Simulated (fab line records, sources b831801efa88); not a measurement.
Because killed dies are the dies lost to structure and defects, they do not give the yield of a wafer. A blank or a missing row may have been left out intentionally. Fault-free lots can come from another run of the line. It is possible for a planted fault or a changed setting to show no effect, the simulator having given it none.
fab line records	flow gf180mcu
record lots=24	wafers=72	last_day=34
route steps=602 shown M2@364 M3@409 V3@446 V5@541 PASSIVATION@588
lots with no fault: from the same line, run without faults
start_h: start of the lot's first displayed wafer, in hours after the record's first day	wait_h: how many hours have passed since the lot's step before this one	" the same as in the row above	L1.1+2: several wafers, shown together as one row	- no value, or no start given	* or withheld: withheld	< > ~ a bound
route shown NAME@n: NAME is a module with steps in the file, n the number in the route of the first one	usual: mean and standard deviation over wafers with no fault	same: alike in all rows	chamber/n: place in a boat	sites: the reading at each site	_std_site: the values' standard deviation	_edge_site: outer sites' mean less inner sites'	radius_mm: how far each site lies from the wafer's centre	mask NAME#n: copy n	behind: the tool/chamber that last shaped the wafer	hold: why the lot went on hold/how many hours it stayed there/how the hold came to an end	device: which transistor (n, p or np) failed to switch	end of line: tests run on the same wafers once the route is complete	step lacking rows: just its recipe	killed: count of dies lost to structure and defects at first sort (not the wafer's yield)	map: a wafer's dies, marking killed ones x, the rest . and places with no die _
set.NAME: the setting the step ran with; set.NAME@STEP: the setting that earlier step ran with	model.NAME: the simulator's own value behind a step, which no gauge read
route steps across a sampled set of lots; one table per step, one row per wafer
services: when a tool's chamber went out of use (start_h, in hours from the record's first day, below 0 if earlier), for how many hours, and the reason
## steps
# step GF_M2_SPUTTER_02
# recipe material=AlCu	target_thk_nm=450	power_w=10600	time_s=23.9	chamber_pressure_pa=0.4
# usual throttle_valve_pct=30.0/1.1
lot.wafer	tool	chamber	start_h	wait_h	throttle_valve_pct
L074.1	pvd_sputter-02	-	414.08	0.0	29.5
L074.2	"	-	"	"	31.2
L074.6	"	-	"	"	29.3
L075.1	pvd_sputter-03	-	424.55	0.0	27.8
L075.3	"	-	"	"	31.1
L075.6	"	-	"	"	28.0
L076.1	pvd_sputter-03	-	428.77	0.0	28.2
L076.3	"	-	"	"	30.5
L076.5	"	-	"	"	30.6
L077.4	pvd_sputter-01	-	440.03	0.0	28.2
L077.5	"	-	"	"	30.9
L077.6	"	-	"	"	31.0
L078.2	pvd_sputter-02	-	456.12	0.0	28.7
L078.3	"	-	"	"	31.3
L078.4	"	-	"	"	29.2
L079.1	pvd_sputter-01	-	464.98	0.0	30.8
L079.4	"	-	"	"	30.9
L079.6	"	-	"	"	30.9
L080.3	pvd_sputter-03	-	472.13	0.0	31.2
L080.4	"	-	"	"	27.9
L080.6	"	-	"	"	31.1
L081.2	pvd_sputter-03	-	483.56	0.0	31.0
L081.3	"	-	"	"	30.7
L081.5	"	-	"	"	30.7
L082.3	pvd_sputter-03	-	491.93	0.0	30.5
L082.4	"	-	"	"	31.4
L082.6	"	-	"	"	30.6
L083.1	pvd_sputter-01	-	495.24	0.0	30.1
L083.5	"	-	"	"	30.0
L083.6	"	-	"	"	31.0
L084.1	pvd_sputter-01	-	507.51	0.0	28.3
L084.2	"	-	"	"	30.0
L084.6	"	-	"	"	28.6
L085.1	pvd_sputter-01	-	513.99	0.0	28.3
L085.4	"	-	"	"	31.1
L085.6	"	-	"	"	31.2
L086.3	pvd_sputter-01	-	519.63	0.0	30.8
L086.4	"	-	"	"	28.5
L086.5	"	-	"	"	28.5
L087.4	pvd_sputter-01	-	525.71	0.0	31.0
L087.5	"	-	"	"	31.0
L087.6	"	-	"	"	30.1
L088.1	pvd_sputter-02	-	539.51	0.0	28.9
L088.4	"	-	"	"	29.4
L088.5	"	-	"	"	29.3
L089.2	pvd_sputter-03	-	545.43	0.0	31.5
L089.3	"	-	"	"	30.6
L089.5	"	-	"	"	31.2
L090.3	pvd_sputter-01	-	551.09	0.0	28.6
L090.4	"	-	"	"	30.0
L090.6	"	-	"	"	30.9
L091.1	pvd_sputter-03	-	565.83	0.0	28.0
L091.4	"	-	"	"	31.4
L091.5	"	-	"	"	31.1
L092.2	pvd_sputter-01	-	566.68	0.0	29.7
L092.3	"	-	"	"	30.6
L092.4	"	-	"	"	28.5
L093.3	pvd_sputter-02	-	573.07	0.0	29.7
L093.4	"	-	"	"	31.3
L093.5	"	-	"	"	31.2
L094.1	pvd_sputter-01	-	584.02	0.0	29.8
L094.2	"	-	"	"	30.7
L094.4	"	-	"	"	31.0
L095.1	pvd_sputter-01	-	592.83	0.0	28.5
L095.3	"	-	"	"	30.9
L095.5	"	-	"	"	30.7
L096.1	pvd_sputter-02	-	598.54	0.0	31.1
L096.2	"	-	"	"	29.2
L096.6	"	-	"	"	29.3
L097.1	pvd_sputter-03	-	607.26	0.0	31.1
L097.2	"	-	"	"	28.1
L097.3	"	-	"	"	31.0
# step GF_M3_SPUTTER_00
# recipe material=Ti	target_thk_nm=37.5	arriving_ion_energy_ev=80	substrate_temp_c=200	chamber_pressure_pa=2	power_w=4000	time_s=150
# usual throttle_valve_pct=30.3/1.1
lot.wafer	tool	chamber	start_h	wait_h	throttle_valve_pct
L074.1	pvd_sputter-01	-	465.43	0.1	30.9
L074.2	"	-	"	"	29.9
L074.6	"	-	"	"	30.0
L075.1	pvd_sputter-04	-	476.62	0.2	29.7
L075.3	"	-	"	"	29.9
L075.6	"	-	"	"	29.9
L076.1	pvd_sputter-03	-	481.45	0.2	30.7
L076.3	"	-	"	"	28.0
L076.5	"	-	"	"	30.7
L077.4	pvd_sputter-04	-	491.50	0.1	29.8
L077.5	"	-	"	"	30.0
L077.6	"	-	"	"	31.6
L078.2	pvd_sputter-03	-	506.72	0.1	31.0
L078.3	"	-	"	"	31.6
L078.4	"	-	"	"	28.1
L079.1	pvd_sputter-04	-	514.37	0.2	30.8
L079.4	"	-	"	"	29.8
L079.6	"	-	"	"	29.7
L080.3	pvd_sputter-03	-	522.59	0.2	31.3
L080.4	"	-	"	"	30.6
L080.6	"	-	"	"	28.1
L081.2	pvd_sputter-04	-	534.23	0.1	31.6
L081.3	"	-	"	"	31.1
L081.5	"	-	"	"	30.2
L082.3	pvd_sputter-04	-	541.68	0.2	31.0
L082.4	"	-	"	"	30.1
L082.6	"	-	"	"	31.2
L083.1	pvd_sputter-04	-	544.93	0.2	29.6
L083.5	"	-	"	"	31.6
L083.6	"	-	"	"	30.2
L084.1	pvd_sputter-01	-	556.11	0.2	30.8
L084.2	"	-	"	"	30.9
L084.6	"	-	"	"	30.7
L085.1	pvd_sputter-01	-	561.50	0.2	31.0
L085.4	"	-	"	"	30.9
L085.6	"	-	"	"	30.9
L086.3	pvd_sputter-03	-	567.13	0.2	28.0
L086.4	"	-	"	"	31.3
L086.5	"	-	"	"	31.2
L087.4	pvd_sputter-04	-	573.30	0.1	30.1
L087.5	"	-	"	"	31.4
L087.6	"	-	"	"	29.9
L088.1	pvd_sputter-01	-	586.68	0.1	30.7
L088.4	"	-	"	"	30.2
L088.5	"	-	"	"	28.5
L089.2	pvd_sputter-04	-	592.10	0.2	30.0
L089.3	"	-	"	"	31.2
L089.5	"	-	"	"	31.5
L090.3	pvd_sputter-03	-	597.84	0.1	31.4
L090.4	"	-	"	"	30.7
L090.6	"	-	"	"	28.1
L091.1	pvd_sputter-03	-	611.49	0.1	31.2
L091.4	"	-	"	"	27.8
L091.5	"	-	"	"	31.1
L092.2	pvd_sputter-01	-	612.08	0.1	31.1
L092.3	"	-	"	"	29.9
L092.4	"	-	"	"	31.0
L093.3	pvd_sputter-01	-	617.10	0.2	30.5
L093.4	"	-	"	"	30.1
L093.5	"	-	"	"	31.2
L094.1	pvd_sputter-01	-	627.45	0.1	28.6
L094.2	"	-	"	"	30.1
L094.4	"	-	"	"	31.0
L095.1	pvd_sputter-04	-	636.69	0.2	31.2
L095.3	"	-	"	"	30.2
L095.5	"	-	"	"	29.9
L096.1	pvd_sputter-01	-	642.92	0.1	29.8
L096.2	"	-	"	"	28.5
L096.6	"	-	"	"	30.0
L097.1	pvd_sputter-01	-	649.69	0.1	29.9
L097.2	"	-	"	"	30.9
L097.3	"	-	"	"	28.5
# step GF_M3_THK_MEAS_06
# recipe thk_meas_gauge=xrf	reads=AlCu_of_M3_SPUTTER_02
# usual M3_ALCU_THK=448/5
lot.wafer	tool	chamber	start_h	wait_h	M3_ALCU_THK[nm]
L074.1	film_metro-04	-	465.77	0.1	442
L074.2	"	-	"	"	446
L074.6	"	-	"	"	446
L075.1	film_metro-02	-	476.96	0.1	442
L075.3	"	-	"	"	442
L075.6	"	-	"	"	440
L076.1	film_metro-02	-	481.79	0.1	439
L076.3	"	-	"	"	444
L076.5	"	-	"	"	445
L077.4	film_metro-04	-	491.90	0.1	450
L077.5	"	-	"	"	444
L077.6	"	-	"	"	452
L078.2	film_metro-03	-	507.07	0.1	440
L078.3	"	-	"	"	455
L078.4	"	-	"	"	445
L079.1	film_metro-04	-	514.71	0.1	445
L079.4	"	-	"	"	445
L079.6	"	-	"	"	435
L080.3	film_metro-04	-	522.95	0.1	446
L080.4	"	-	"	"	442
L080.6	"	-	"	"	445
L081.2	film_metro-04	-	534.58	0.1	450
L081.3	"	-	"	"	457
L081.5	"	-	"	"	448
L082.3	film_metro-03	-	542.04	0.1	447
L082.4	"	-	"	"	442
L082.6	"	-	"	"	445
L083.1	film_metro-03	-	545.27	0.1	450
L083.5	"	-	"	"	449
L083.6	"	-	"	"	439
L084.1	film_metro-04	-	556.45	0.1	445
L084.2	"	-	"	"	453
L084.6	"	-	"	"	448
L085.1	film_metro-04	-	561.84	0.1	451
L085.4	"	-	"	"	446
L085.6	"	-	"	"	449
L086.3	film_metro-04	-	567.49	0.1	457
L086.4	"	-	"	"	455
L086.5	"	-	"	"	456
L087.4	film_metro-02	-	573.67	0.1	446
L087.5	"	-	"	"	451
L087.6	"	-	"	"	450
L088.1	film_metro-03	-	587.02	0.1	439
L088.4	"	-	"	"	438
L088.5	"	-	"	"	441
L089.2	film_metro-04	-	592.45	0.1	440
L089.3	"	-	"	"	449
L089.5	"	-	"	"	448
L090.3	film_metro-04	-	598.20	0.1	449
L090.4	"	-	"	"	445
L090.6	"	-	"	"	446
L091.1	film_metro-04	-	611.83	0.1	446
L091.4	"	-	"	"	452
L091.5	"	-	"	"	446
L092.2	film_metro-03	-	612.43	0.1	451
L092.3	"	-	"	"	453
L092.4	"	-	"	"	450
L093.3	film_metro-04	-	617.46	0.1	445
L093.4	"	-	"	"	451
L093.5	"	-	"	"	447
L094.1	film_metro-04	-	627.79	0.1	455
L094.2	"	-	"	"	452
L094.4	"	-	"	"	457
L095.1	film_metro-04	-	637.03	0.1	467
L095.3	"	-	"	"	456
L095.5	"	-	"	"	459
L096.1	film_metro-03	-	643.28	0.1	451
L096.2	"	-	"	"	450
L096.6	"	-	"	"	455
L097.1	film_metro-04	-	650.05	0.1	453
L097.2	"	-	"	"	451
L097.3	"	-	"	"	450
# step GF_V3_ETCH_17
# recipe chemistry=C4F8/O2/Ar	mask_material=KrF	target=SiO2	stop_on=TiN	source_w=1500	bias_w=1200	pressure_mtorr=40	c4f8_flow_sccm=withheld	O2_flow_sccm=6	Ar_flow_sccm=300	time_s=withheld	target_depth_a=6350
# usual oes_product_au=0.856/0.0048	rf_fwd_power_W=1492/4.7
lot.wafer	tool	chamber	start_h	wait_h	oes_product_au	rf_fwd_power_W
L074.1	rie_diel-02	3	-	-	0.855	1487
L074.2	"	0	"	"	0.854	1486
L074.6	"	1	"	"	0.861	1491
L075.1	rie_diel-03	1	-	-	0.856	1494
L075.3	"	3	"	"	0.848	1496
L075.6	"	1	"	"	0.854	1489
L076.1	rie_diel-01	0	-	-	0.850	1500
L076.3	"	3	"	"	0.845	1487
L076.5	"	1	"	"	0.863	1495
L077.4	rie_diel-01	3	-	-	0.855	1490
L077.5	"	2	"	"	0.856	1488
L077.6	"	1	"	"	0.854	1499
L078.2	rie_diel-02	1	-	-	0.852	1489
L078.3	"	0	"	"	0.853	1494
L078.4	"	0	"	"	0.863	1500
L079.1	rie_diel-01	2	-	-	0.855	1494
L079.4	"	2	"	"	0.858	1493
L079.6	"	1	"	"	0.858	1500
L080.3	rie_diel-02	0	-	-	0.854	1487
L080.4	"	1	"	"	0.849	1491
L080.6	"	1	"	"	0.851	1496
L081.2	rie_diel-03	2	-	-	0.849	1488
L081.3	"	3	"	"	0.856	1498
L081.5	"	3	"	"	0.857	1496
L082.3	rie_diel-01	2	-	-	0.855	1488
L082.4	"	3	"	"	0.860	1484
L082.6	"	0	"	"	0.853	1496
L083.1	rie_diel-01	2	-	-	0.850	1496
L083.5	"	2	"	"	0.863	1493
L083.6	"	3	"	"	0.861	1484
L084.1	rie_diel-03	0	-	-	0.864	1485
L084.2	"	1	"	"	0.860	1495
L084.6	"	2	"	"	0.848	1491
L085.1	rie_diel-02	0	-	-	0.861	1497
L085.4	"	3	"	"	0.853	1498
L085.6	"	3	"	"	0.855	1496
L086.3	rie_diel-02	2	-	-	0.853	1492
L086.4	"	1	"	"	0.860	1494
L086.5	"	2	"	"	0.853	1492
L087.4	rie_diel-01	2	-	-	0.851	1481
L087.5	"	2	"	"	0.859	1481
L087.6	"	3	"	"	0.858	1494
L088.1	rie_diel-02	2	-	-	0.860	1499
L088.4	"	3	"	"	0.852	1501
L088.5	"	2	"	"	0.862	1499
L089.2	rie_diel-01	3	-	-	0.856	1487
L089.3	"	0	"	"	0.854	1485
L089.5	"	2	"	"	0.843	1498
L090.3	rie_diel-03	2	-	-	0.855	1488
L090.4	"	3	"	"	0.868	1494
L090.6	"	0	"	"	0.865	1494
L091.1	rie_diel-03	2	-	-	0.863	1496
L091.4	"	3	"	"	0.859	1489
L091.5	"	2	"	"	0.858	1493
L092.2	rie_diel-01	1	-	-	0.860	1493
L092.3	"	0	"	"	0.858	1494
L092.4	"	3	"	"	0.855	1489
L093.3	rie_diel-01	2	-	-	0.851	1493
L093.4	"	1	"	"	0.849	1495
L093.5	"	3	"	"	0.858	1491
L094.1	rie_diel-03	3	-	-	0.860	1494
L094.2	"	0	"	"	0.858	1487
L094.4	"	2	"	"	0.856	1502
L095.1	rie_diel-03	0	-	-	0.860	1497
L095.3	"	3	"	"	0.857	1502
L095.5	"	1	"	"	0.854	1494
L096.1	rie_diel-02	0	-	-	0.859	1493
L096.2	"	3	"	"	0.854	1492
L096.6	"	0	"	"	0.852	1491
L097.1	rie_diel-02	1	-	-	0.860	1489
L097.2	"	2	"	"	0.859	1486
L097.3	"	3	"	"	0.854	1490
# step GF_V5_THK_MEAS_01
# recipe reads=SiO2_of_V5_CVD_00
# usual V5_CVD_00_THK=301.5/2.6
lot.wafer	tool	chamber	start_h	wait_h	V5_CVD_00_THK[nm]
L074.1	film_metro-01	-	608.56	0.0	301.8
L074.2	"	-	"	"	303.2
L074.6	"	-	"	"	304.7
L075.1	film_metro-02	-	617.57	0.0	301.3
L075.3	"	-	"	"	302.9
L075.6	"	-	"	"	302.3
L076.1	film_metro-02	-	619.68	0.0	297.4
L076.3	"	-	"	"	298.5
L076.5	"	-	"	"	301.0
L077.4	film_metro-04	-	630.04	0.0	299.3
L077.5	"	-	"	"	298.9
L077.6	"	-	"	"	300.9
L078.2	film_metro-04	-	642.62	0.0	305.4
L078.3	"	-	"	"	302.2
L078.4	"	-	"	"	305.9
L079.1	film_metro-01	-	650.32	0.0	306.2
L079.4	"	-	"	"	306.4
L079.6	"	-	"	"	303.1
L080.3	film_metro-04	-	657.85	0.0	303.0
L080.4	"	-	"	"	303.8
L080.6	"	-	"	"	302.2
L081.2	film_metro-02	-	666.26	0.0	300.6
L081.3	"	-	"	"	300.1
L081.5	"	-	"	"	305.4
L082.3	film_metro-01	-	674.33	0.0	295.9
L082.4	"	-	"	"	298.4
L082.6	"	-	"	"	299.9
L083.1	film_metro-04	-	675.46	0.0	299.3
L083.5	"	-	"	"	301.7
L083.6	"	-	"	"	302.6
L084.1	film_metro-02	-	685.76	0.0	296.6
L084.2	"	-	"	"	303.1
L084.6	"	-	"	"	301.2
L085.1	film_metro-02	-	689.76	0.0	300.4
L085.4	"	-	"	"	301.3
L085.6	"	-	"	"	300.8
L086.3	film_metro-01	-	696.24	0.0	300.5
L086.4	"	-	"	"	297.1
L086.5	"	-	"	"	300.4
L087.4	film_metro-01	-	700.89	0.0	305.6
L087.5	"	-	"	"	301.7
L087.6	"	-	"	"	302.9
L088.1	film_metro-01	-	711.28	0.0	302.4
L088.4	"	-	"	"	302.0
L088.5	"	-	"	"	303.9
L089.2	film_metro-04	-	714.99	0.0	302.1
L089.3	"	-	"	"	302.0
L089.5	"	-	"	"	301.7
L090.3	film_metro-04	-	721.67	0.0	298.2
L090.4	"	-	"	"	298.2
L090.6	"	-	"	"	297.2
L091.1	film_metro-02	-	732.96	0.0	304.6
L091.4	"	-	"	"	303.1
L091.5	"	-	"	"	301.8
L092.2	film_metro-01	-	734.81	0.0	303.2
L092.3	"	-	"	"	303.8
L092.4	"	-	"	"	299.8
L093.3	film_metro-04	-	739.40	0.0	302.3
L093.4	"	-	"	"	294.8
L093.5	"	-	"	"	297.7
L094.1	film_metro-01	-	746.83	0.0	303.7
L094.2	"	-	"	"	306.7
L094.4	"	-	"	"	303.0
L095.1	film_metro-04	-	753.58	0.0	301.0
L095.3	"	-	"	"	301.9
L095.5	"	-	"	"	301.3
L096.1	film_metro-04	-	759.96	0.0	301.5
L096.2	"	-	"	"	299.8
L096.6	"	-	"	"	301.3
L097.1	film_metro-04	-	764.21	0.0	298.6
L097.2	"	-	"	"	298.5
L097.3	"	-	"	"	299.3
# step GF_PASSIVATION_THK_MEAS_01
# recipe reads=SiO2_of_PASSIVATION_CVD_00
# usual PASSIVATION_CVD_00_THK=1005/15
lot.wafer	tool	chamber	start_h	wait_h	PASSIVATION_CVD_00_THK[nm]
L074.1	film_metro-03	-	651.81	0.0	1010
L074.2	"	-	"	"	1006
L074.6	"	-	"	"	1042
L075.1	film_metro-03	-	660.33	0.0	1002
L075.3	"	-	"	"	997
L075.6	"	-	"	"	1021
L076.1	film_metro-01	-	662.85	0.0	991
L076.3	"	-	"	"	1004
L076.5	"	-	"	"	1035
L077.4	film_metro-01	-	672.86	0.0	1039
L077.5	"	-	"	"	1029
L077.6	"	-	"	"	1036
L078.2	film_metro-03	-	683.67	0.0	1004
L078.3	"	-	"	"	993
L078.4	"	-	"	"	1007
L079.1	film_metro-03	-	691.84	0.0	1016
L079.4	"	-	"	"	1042
L079.6	"	-	"	"	1035
L080.3	film_metro-03	-	699.26	0.1	1002
L080.4	"	-	"	"	1021
L080.6	"	-	"	"	1010
L081.2	film_metro-01	-	706.94	0.0	1001
L081.3	"	-	"	"	1008
L081.5	"	-	"	"	1024
L082.3	film_metro-01	-	714.46	0.1	1003
L082.4	"	-	"	"	1010
L082.6	"	-	"	"	1001
L083.1	film_metro-03	-	716.07	0.0	997
L083.5	"	-	"	"	1016
L083.6	"	-	"	"	1034
L084.1	film_metro-01	-	725.05	0.0	986
L084.2	"	-	"	"	998
L084.6	"	-	"	"	1008
L085.1	film_metro-03	-	728.79	0.0	988
L085.4	"	-	"	"	1006
L085.6	"	-	"	"	1010
L086.3	film_metro-03	-	734.73	0.1	989
L086.4	"	-	"	"	996
L086.5	"	-	"	"	1012
L087.4	film_metro-03	-	739.56	0.0	1015
L087.5	"	-	"	"	1010
L087.6	"	-	"	"	1018
L088.1	film_metro-02	-	748.61	0.0	992
L088.4	"	-	"	"	1020
L088.5	"	-	"	"	995
L089.2	film_metro-02	-	752.42	0.0	989
L089.3	"	-	"	"	1002
L089.5	"	-	"	"	1008
L090.3	film_metro-01	-	759.70	0.1	986
L090.4	"	-	"	"	1006
L090.6	"	-	"	"	1007
L091.1	film_metro-03	-	769.61	0.0	995
L091.4	"	-	"	"	1016
L091.5	"	-	"	"	1015
L092.2	film_metro-03	-	770.90	0.0	999
L092.3	"	-	"	"	1008
L092.4	"	-	"	"	1023
L093.3	film_metro-02	-	775.30	0.1	992
L093.4	"	-	"	"	1007
L093.5	"	-	"	"	1007
L094.1	film_metro-03	-	782.40	0.0	1003
L094.2	"	-	"	"	990
L094.4	"	-	"	"	1016
L095.1	film_metro-01	-	787.95	0.0	996
L095.3	"	-	"	"	983
L095.5	"	-	"	"	1003
L096.1	film_metro-03	-	794.28	0.0	992
L096.2	"	-	"	"	978
L096.6	"	-	"	"	1005
L097.1	film_metro-01	-	798.61	0.0	971
L097.2	"	-	"	"	976
L097.3	"	-	"	"	998
## services
tool	chamber	start_h	hours	kind
pvd_sputter-04	-	400.25	0.8	repair
rie_diel-03	1	401.03	1.5	repair
pvd_sputter-04	-	405.32	3.9	repair
rie_diel-03	-	423.89	0.3	repair
rie_diel-03	0	440.00	7.2	repair
pvd_sputter-01	0	445.29	-	consumable_replace:kit
pvd_sputter-01	0	445.29	18.0	scheduled_down
pvd_sputter-01	0	445.29	18.0	vent_cycle
pvd_sputter-01	-	455.96	2.0	repair
pvd_sputter-03	-	464.29	0.8	repair
pvd_sputter-02	-	476.09	2.2	repair
rie_diel-03	2	523.36	5.5	repair
rie_diel-02	3	533.80	21.5	repair
rie_diel-03	2	548.58	18.7	repair
rie_diel-03	-	551.65	0.7	repair
rie_diel-03	3	557.62	5.4	repair
rie_diel-02	1	572.19	7.0	repair
pvd_sputter-02	-	583.16	5.7	repair
pvd_sputter-02	-	604.43	3.6	repair
rie_diel-03	0	610.13	6.1	repair
rie_diel-02	1	618.22	3.9	repair
rie_diel-03	1	663.74	3.5	repair
rie_diel-01	1	664.60	3.2	repair
pvd_sputter-04	-	669.01	2.0	repair
## key
fault none
